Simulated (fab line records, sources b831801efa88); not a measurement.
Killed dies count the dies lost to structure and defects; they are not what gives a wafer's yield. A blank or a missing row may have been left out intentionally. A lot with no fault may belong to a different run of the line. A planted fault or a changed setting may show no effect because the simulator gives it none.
fab line records    flow sky130
[record] lots = 13  wafers = 39  last_day = 50
route steps=708 shown VIA1@470 VIA2@527 METAL4@600
lots with no fault: from the same line, run without faults
start_h: the number of hours between the record's first day and the start of the first shown wafer of the lot    wait_h: hours since the lot's step before    " the same as in the row above    L1.1+2: one row covering several wafers at once    - value missing, or start not given    * or withheld: withheld    < > ~ a bound
route shown NAME@n: a module of which the file shows steps, and the number in the route of the first    usual: average and standard deviation across the fault-free wafers    same: alike in all rows    chamber/n: place in a boat    sites: per-site readings    _std_site: the standard deviation of these    _edge_site: inner sites' mean taken away from outer sites' mean    radius_mm: how far each site lies from the wafer's centre    mask NAME#n: copy n    behind: the last tool/chamber to shape the wafer    hold: why the lot went on hold/how many hours it stayed there/how the hold came to an end    device: transistor that didn't switch, given as n, p or np    end of line: tests of these same wafers at the route's end    for a step that has no rows: nothing shown but its recipe    killed: count of dies lost to structure and defects at first sort (not the wafer's yield)    map: a wafer's dies, marking killed ones x, the rest . and places with no die _
set.NAME: the run value of the setting; set.NAME@STEP: its run value at that earlier step    model.NAME: the simulator's own value behind a step, which no gauge read
route steps across a sampled set of lots; one table per step, one row per wafer
services: a tool's chamber out of use, with start hour (start_h, from the record's first day; less than 0 if before it), hours out, and reason
[[steps]]
[step SKY_VIA1_CD_MEAS_12]
[recipe] target_cd_nm = 150
[usual] cd_nm = 150.0/1.8
lot.wafer  tool       chamber  start_h  wait_h  cd_nm
L804.1     cd_sem-02  -        811.06   -       151.8
L804.2     "          -        "        "       151.9
L804.4     "          -        "        "       151.1
L805.3     cd_sem-02  -        820.49   -       149.5
L805.4     "          -        "        "       149.1
L805.5     "          -        "        "       151.2
L808.2     cd_sem-01  -        835.73   -       150.1
L808.3     "          -        "        "       150.4
L808.4     "          -        "        "       150.4
L809.3     cd_sem-02  -        841.49   -       149.6
L809.4     "          -        "        "       149.2
L809.5     "          -        "        "       149.4
L810.1     cd_sem-02  -        847.56   -       146.2
L810.4     "          -        "        "       147.5
L810.5     "          -        "        "       146.4
L814.1     cd_sem-02  -        876.30   -       152.9
L814.4     "          -        "        "       152.6
L814.6     "          -        "        "       153.6
L816.3     cd_sem-01  -        889.15   -       147.4
L816.4     "          -        "        "       149.3
L816.5     "          -        "        "       147.4
L817.2     cd_sem-02  -        900.92   -       148.7
L817.3     "          -        "        "       150.3
L817.5     "          -        "        "       151.1
L818.1     cd_sem-02  -        902.96   -       146.0
L818.4     "          -        "        "       148.8
L818.6     "          -        "        "       148.3
L819.1     cd_sem-01  -        911.51   -       149.0
L819.3     "          -        "        "       149.9
L819.6     "          -        "        "       149.6
L820.2     cd_sem-02  -        912.52   -       147.5
L820.4     "          -        "        "       147.1
L820.5     "          -        "        "       147.9
L821.1     cd_sem-01  -        918.01   -       148.1
L821.2     "          -        "        "       150.0
L821.4     "          -        "        "       150.3
L826.4     cd_sem-01  -        956.43   -       150.8
L826.5     "          -        "        "       152.3
L826.6     "          -        "        "       151.1
[step SKY_VIA1_THK_MEAS_23]
[recipe] thk_meas_gauge = xrf  reads = W_of_VIA1_CVD_21
[usual] VIA1_W_THK = 267/4.7
lot.wafer  tool           chamber  start_h  wait_h  VIA1_W_THK[nm]
L804.1     film_metro-03  -        812.18   0.1     268
L804.2     "              -        "        "       268
L804.4     "              -        "        "       268
L805.3     film_metro-02  -        821.61   0.1     275
L805.4     "              -        "        "       268
L805.5     "              -        "        "       266
L808.2     film_metro-01  -        836.87   0.1     263
L808.3     "              -        "        "       263
L808.4     "              -        "        "       260
L809.3     film_metro-02  -        842.62   0.1     261
L809.4     "              -        "        "       262
L809.5     "              -        "        "       260
L810.1     film_metro-02  -        848.68   0.1     262
L810.4     "              -        "        "       259
L810.5     "              -        "        "       261
L814.1     film_metro-02  -        877.42   0.1     264
L814.4     "              -        "        "       264
L814.6     "              -        "        "       261
L816.3     film_metro-01  -        890.28   0.1     263
L816.4     "              -        "        "       261
L816.5     "              -        "        "       262
L817.2     film_metro-03  -        902.02   0.1     267
L817.3     "              -        "        "       264
L817.5     "              -        "        "       267
L818.1     film_metro-02  -        904.08   0.1     263
L818.4     "              -        "        "       273
L818.6     "              -        "        "       266
L819.1     film_metro-02  -        912.62   0.1     265
L819.3     "              -        "        "       263
L819.6     "              -        "        "       264
L820.2     film_metro-02  -        913.64   0.1     259
L820.4     "              -        "        "       265
L820.5     "              -        "        "       265
L821.1     film_metro-02  -        919.13   0.1     273
L821.2     "              -        "        "       267
L821.4     "              -        "        "       271
L826.4     film_metro-01  -        957.51   0.1     265
L826.5     "              -        "        "       267
L826.6     "              -        "        "       265
[step SKY_VIA2_SPUTTER_20]
[recipe] material = TiN  target_thk_nm = 20  chamber_pressure_pa = 5  power_w = 4000  time_s = 80
[usual] throttle_valve_pct = 30.3/1.3
lot.wafer  tool            chamber  start_h  wait_h  throttle_valve_pct
L804.1     pvd_sputter-01  -        867.69   0.0     30.0
L804.2     "               -        "        "       31.1
L804.4     "               -        "        "       27.4
L805.3     pvd_sputter-04  -        876.31   0.0     29.6
L805.4     "               -        "        "       31.8
L805.5     "               -        "        "       29.8
L808.2     pvd_sputter-02  -        890.86   0.0     29.3
L808.3     "               -        "        "       32.0
L808.4     "               -        "        "       31.2
L809.3     pvd_sputter-02  -        896.94   0.0     30.5
L809.4     "               -        "        "       29.3
L809.5     "               -        "        "       30.5
L810.1     pvd_sputter-02  -        901.73   0.0     29.0
L810.4     "               -        "        "       30.5
L810.5     "               -        "        "       30.5
L814.1     pvd_sputter-01  -        930.33   0.0     31.4
L814.4     "               -        "        "       30.1
L814.6     "               -        "        "       31.5
L816.3     pvd_sputter-02  -        943.82   0.0     29.3
L816.4     "               -        "        "       31.4
L816.5     "               -        "        "       32.0
L817.2     pvd_sputter-01  -        953.66   0.0     31.1
L817.3     "               -        "        "       27.9
L817.5     "               -        "        "       29.9
L818.1     pvd_sputter-04  -        956.63   0.0     32.0
L818.4     "               -        "        "       28.2
L818.6     "               -        "        "       29.7
L819.1     pvd_sputter-02  -        963.62   0.0     29.1
L819.3     "               -        "        "       31.5
L819.6     "               -        "        "       30.6
L820.2     pvd_sputter-02  -        965.99   0.0     29.2
L820.4     "               -        "        "       30.4
L820.5     "               -        "        "       31.2
L821.1     pvd_sputter-01  -        970.10   0.0     31.4
L821.2     "               -        "        "       29.9
L821.4     "               -        "        "       27.7
L826.4     pvd_sputter-02  -        1007.11  0.0     28.9
L826.5     "               -        "        "       31.9
L826.6     "               -        "        "       31.2
[step SKY_METAL4_SPUTTER_02]
[recipe] material = AlCu  target_thk_nm = 735  power_w = 10600  time_s = 39.1  chamber_pressure_pa = 0.4
[usual] throttle_valve_pct = 30.4/1.2
lot.wafer  tool            chamber  start_h  wait_h  throttle_valve_pct
L804.1     pvd_sputter-04  -        948.45   0.0     30.0
L804.2     "               -        "        "       28.3
L804.4     "               -        "        "       32.0
L805.3     pvd_sputter-01  -        955.58   0.0     27.8
L805.4     "               -        "        "       31.1
L805.5     "               -        "        "       31.5
L808.2     pvd_sputter-04  -        969.09   0.0     31.9
L808.3     "               -        "        "       28.2
L808.4     "               -        "        "       32.1
L809.3     pvd_sputter-04  -        974.36   0.0     32.0
L809.4     "               -        "        "       32.0
L809.5     "               -        "        "       28.4
L810.1     pvd_sputter-02  -        978.94   0.0     29.0
L810.4     "               -        "        "       29.3
L810.5     "               -        "        "       30.6
L814.1     pvd_sputter-04  -        1007.19  0.0     29.9
L814.4     "               -        "        "       29.5
L814.6     "               -        "        "       29.5
L816.3     pvd_sputter-01  -        1019.43  0.0     31.0
L816.4     "               -        "        "       27.7
L816.5     "               -        "        "       30.9
L817.2     pvd_sputter-02  -        1029.13  0.0     32.1
L817.3     "               -        "        "       31.1
L817.5     "               -        "        "       30.5
L818.1     pvd_sputter-02  -        1030.16  0.0     30.6
L818.4     "               -        "        "       31.1
L818.6     "               -        "        "       29.0
L819.1     pvd_sputter-02  -        1038.73  0.0     31.3
L819.3     "               -        "        "       32.0
L819.6     "               -        "        "       29.1
L820.2     pvd_sputter-02  -        1040.58  0.0     31.5
L820.4     "               -        "        "       29.2
L820.5     "               -        "        "       30.4
L821.1     pvd_sputter-04  -        1045.42  0.0     29.7
L821.2     "               -        "        "       28.3
L821.4     "               -        "        "       29.7
L826.4     pvd_sputter-04  -        1078.73  0.0     31.8
L826.5     "               -        "        "       28.5
L826.6     "               -        "        "       32.0
[step SKY_METAL4_METAL_ETCH_18]
[recipe] target_depth_a = 8450  stop_on = SiO2  over_etch_frac = 0.3  time_s = 183.1  chemistry = Cl2/BCl3  resist_sidewall_deg = 88  pressure_mtorr = 10  icp_w = 900  bias_w = 48.5  Cl2_flow_sccm = 60  bcl3_flow_sccm = 30
[usual] drypump_motor_current_A = 5.8/0.37  oes_product_au = 0.866/0.006  throttle_valve_pct = 22.264/0.0088
lot.wafer  tool          chamber  start_h  wait_h  drypump_motor_current_A  oes_product_au  rf_hours_counter_h  throttle_valve_pct
L804.1     rie_metal-03  0        997.27   0.0     5.4                      0.859           11                  22.267
L804.2     "             1        "        "       6.1                      0.870           7                   22.270
L804.4     "             0        "        "       5.4                      0.859           -                   22.268
L805.3     rie_metal-01  1        1003.19  0.1     6.1                      0.871           -                   22.270
L805.4     "             0        "        "       5.9                      0.864           -                   22.267
L805.5     "             0        "        "       5.9                      0.866           -                   22.268
L808.2     rie_metal-04  1        1017.28  0.0     5.1                      0.867           10                  22.251
L808.3     "             0        "        "       5.6                      0.869           -                   22.257
L808.4     "             1        "        "       5.1                      0.864           -                   22.257
L809.3     rie_metal-01  0        1020.53  0.1     5.9                      0.863           -                   22.261
L809.4     "             1        "        "       6.1                      0.858           -                   22.273
L809.5     "             1        "        "       6.1                      0.861           -                   22.267
L810.1     rie_metal-01  1        1026.49  0.0     6.1                      0.874           20                  22.266
L810.4     "             1        "        "       6.1                      0.868           -                   22.267
L810.5     "             1        "        "       6.1                      0.876           -                   22.274
L814.1     rie_metal-01  0        1052.80  0.0     5.9                      0.858           17                  22.255
L814.4     "             1        "        "       6.2                      0.861           -                   22.262
L814.6     "             1        "        "       6.1                      0.866           -                   22.269
L816.3     rie_metal-01  1        1066.38  0.1     6.1                      0.870           -                   22.280
L816.4     "             0        "        "       5.9                      0.864           -                   22.278
L816.5     "             1        "        "       6.1                      0.880           -                   22.267
L817.2     rie_metal-04  0        1075.02  0.0     5.5                      0.863           18                  22.283
L817.3     "             1        "        "       5.1                      0.862           -                   22.262
L817.5     "             0        "        "       5.6                      0.868           -                   22.265
L818.1     rie_metal-04  1        1075.72  0.0     5.1                      0.875           14                  22.274
L818.4     "             1        "        "       5.1                      0.862           -                   22.264
L818.6     "             0        "        "       5.6                      0.866           -                   22.258
L819.1     rie_metal-01  1        1084.07  0.0     6.1                      0.872           24                  22.265
L819.3     "             0        "        "       5.9                      0.881           -                   22.262
L819.6     "             0        "        "       5.9                      0.872           -                   22.266
L820.2     rie_metal-01  0        1086.29  0.0     5.9                      0.871           19                  22.281
L820.4     "             1        "        "       6.1                      0.865           -                   22.257
L820.5     "             1        "        "       6.1                      0.866           -                   22.255
L821.1     rie_metal-01  1        1092.05  0.0     6.1                      0.853           24                  22.264
L821.2     "             0        "        "       5.9                      0.864           20                  22.280
L821.4     "             1        "        "       6.1                      0.858           -                   22.281
L826.4     rie_metal-01  1        1121.70  0.1     6.1                      0.864           -                   22.256
L826.5     "             0        "        "       5.9                      1.002           -                   22.267
L826.6     "             1        "        "       6.1                      0.855           -                   22.265
[[services]]
tool            chamber  start_h  hours  kind
rie_metal-03    0        856.76   10.4   repair
pvd_sputter-01  -        882.35   0.6    repair
rie_metal-03    1        897.38   2.3    repair
rie_metal-04    1        925.21   2.4    repair
pvd_sputter-01  -        932.95   8.8    repair
pvd_sputter-01  -        957.74   1.2    repair
pvd_sputter-04  3        962.08   -      consumable_replace:kit
pvd_sputter-04  3        962.08   18.0   scheduled_down
pvd_sputter-04  3        962.08   18.0   vent_cycle
pvd_sputter-02  1        964.44   -      consumable_replace:kit
pvd_sputter-02  1        964.44   18.0   scheduled_down
pvd_sputter-02  1        964.44   18.0   vent_cycle
rie_metal-04    1        975.93   7.1    repair
pvd_sputter-01  -        988.33   20.5   repair
rie_metal-03    -        1025.77  2.8    pm
rie_metal-03    -        1030.18  14.6   pm
pvd_sputter-04  2        1051.50  -      consumable_replace:kit
pvd_sputter-02  -        1054.55  13.2   repair
rie_metal-01    -        1055.58  0.8    repair
pvd_sputter-02  0        1070.23  -      consumable_replace:kit
pvd_sputter-02  0        1070.23  18.0   scheduled_down
pvd_sputter-02  0        1070.23  18.0   vent_cycle
rie_metal-03    -        1081.79  5.9    repair
rie_metal-01    -        1104.86  2.8    pm
[[key]]
[first_sign] step = SKY_METAL4_METAL_ETCH_18  reading = oes_product_au  direction = up  sigmas = 23  usual = 0.866  struck = 1.002
effect none on later readings
met_at SKY_METAL4_SPUTTER_02
struck_lots L826
struck_wafers L826.5
later_rows_left_out L826.5
sort_left_out L826.5
not_acting_at SKY_VIA1_CD_MEAS_12,SKY_VIA1_THK_MEAS_23,SKY_VIA2_SPUTTER_20
onset_between 1045.42 1078.73
[fault] kind = process_parameter_drift  tool = pvd_sputter-04  chamber = -  onset_h = 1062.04  steps = SKY_METAL4_SPUTTER_02  channel = target_thk_nm  offset = 344.38  shape = step  end_h = 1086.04  acts_in = these_recipes_only  stated = 735  scope = struck_wafers_only
// sort_left_out: the simulated sort isn't trusted on such a fault, so these wafers' sort isn't shown, and their yield isn't known
// later_rows_left_out: the simulator's readings of these wafers behind a module that went badly wrong aren't trusted and aren't shown, but for the sort
